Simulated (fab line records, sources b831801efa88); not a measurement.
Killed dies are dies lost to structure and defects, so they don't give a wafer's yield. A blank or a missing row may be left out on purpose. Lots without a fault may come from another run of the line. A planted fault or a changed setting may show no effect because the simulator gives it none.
A struck lot beside a sound one | flow sky130 | 16 steps out of a route of 708
Sound: wafers L186.1, L186.2, L186.4. Struck: wafer L175.6. (L175.5 of the same lot was not struck and is left out.) The cause comes at the end.
At each step with rows: each side's tool, then ch and its chambers, then its first start. Under that, the readings that differ: sound wafers | struck wafers | difference of the means | sigmas: that difference in standard deviations of wafers without a fault.
alike: readings whose means differ by less than 2 such deviations, and words and numbers that are the same on both sides. not compared: withheld readings, readings that some wafer has no value for, bounds like >300 that may hide the same value, and numbers for which the record gives no deviation and whose values overlap.
The two part at a step that has a row with sigmas, a row that says differs or no value, or rows on one side only. Numbers that don't overlap but have no deviation are shown without sigmas and don't part them. A reading that every wafer of one side lacks parts them only if that side has two wafers or more.

SKY_VIA3_CMP_02: polishes SiO2.
  sound on cmp-02 ch 0,1,3, day 43 19:29; struck on cmp-01 ch 3, day 40 22:27
  alike: motor_current_A
SKY_VIA3_BOW_MEAS_03:
  sound on film_metro-02, day 43 19:44; struck on film_metro-03, day 40 22:38
  alike: VIA3_BOW
then, 8 steps without rows for these wafers: SKY_VIA3_DEHYDRATE_04 (time 60 s); SKY_VIA3_HMDS_05 (prime time 60 s); SKY_VIA3_COAT_06 (resist thk 60 nm); SKY_VIA3_COAT_07 (resist thk 450 nm); SKY_VIA3_SOFTBAKE_08 (time 90 s); SKY_VIA3_EXPOSE_09 (exposes mask VIM3, target cd 200 nm); SKY_VIA3_PEB_10; SKY_VIA3_DEVELOP_11 (develop time 60 s).
SKY_VIA3_CD_MEAS_12: target cd 200 nm.
  sound on cd_sem-01, day 44 17:48; struck on cd_sem-02, day 41 22:38
  alike: cd_nm
SKY_VIA3_OVL_MEAS_13:
  sound on overlay-02, day 44 17:55; struck on overlay-01, day 41 22:42
  alike: VIA3_OVL
SKY_VIA3_ETCH_14: etches BARC in N2/H2, stops on SiO2, time 45.9 s, target depth 60 nm.
  sound on rie_diel-03 ch 0,1,3, day 44 17:58; struck on rie_diel-01 ch 0, day 41 22:44
  reading                                     | sound             | struck | difference | sigmas
  drypump_motor_current_A (A)                 | 4.7 5.1 5.9       | 6.6    | +1.4       | +3
  oes_product_au (a.u.)                       | 0.855 0.851 0.859 | 0.967  | +0.112     | +23
  run_length_s (s)                            | 73.7 73.9 74.8    | 67.5   | -6.6       | -15
  model.KrF-thick_of_VIA3_COAT_07.thk_nm (nm) | 392.5 391.1 391.4 | 398.9  | +7.2       |
  alike: chamber_pressure_mTorr, throttle_valve_pct
  not compared: rf_hours_counter_h
SKY_VIA3_ETCH_15: etches SiO2 in C4F8/O2/Ar, stops on TiN, target depth 507 nm, time 78 s.
  sound on rie_diel-03 ch 0,1,3, day 44 18:00; struck on rie_diel-01 ch 0, day 41 22:47
  reading                                     | sound           | struck | difference | sigmas
  model.KrF-thick_of_VIA3_COAT_07.thk_nm (nm) | 290.2 288.2 288 | 296.1  | +7.3       |
  alike: chamber_pressure_mTorr, oes_product_au, run_length_s
  not compared: rf_hours_counter_h
SKY_VIA3_STRIP_16: strips in O2/N2.
  sound on plasma_asher-04 ch 0,1, day 44 18:04; struck on plasma_asher-04 ch 1, day 41 22:53
  reading                      | sound             | struck | difference | sigmas
  strip_time_to_endpoint_s (s) | 4.109 4.100 4.101 | 4.164  | +0.061     | +3
  alike: chamber_pressure_mTorr, drypump_motor_current_A, oes_product_au
  not compared: rf_hours_counter_h
then, 1 step without rows for these wafers: SKY_VIA3_STRIP_17 (strips in post etch residue remover, time 1200 s).

WHERE THEY PART
First at SKY_VIA3_ETCH_14; last, within this record, at SKY_VIA3_STRIP_16.

WHY: what the simulator had put in
Process parameter drift: rie_diel-01, from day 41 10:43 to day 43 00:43, at SKY_VIA3_ETCH_14. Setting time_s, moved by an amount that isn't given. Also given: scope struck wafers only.
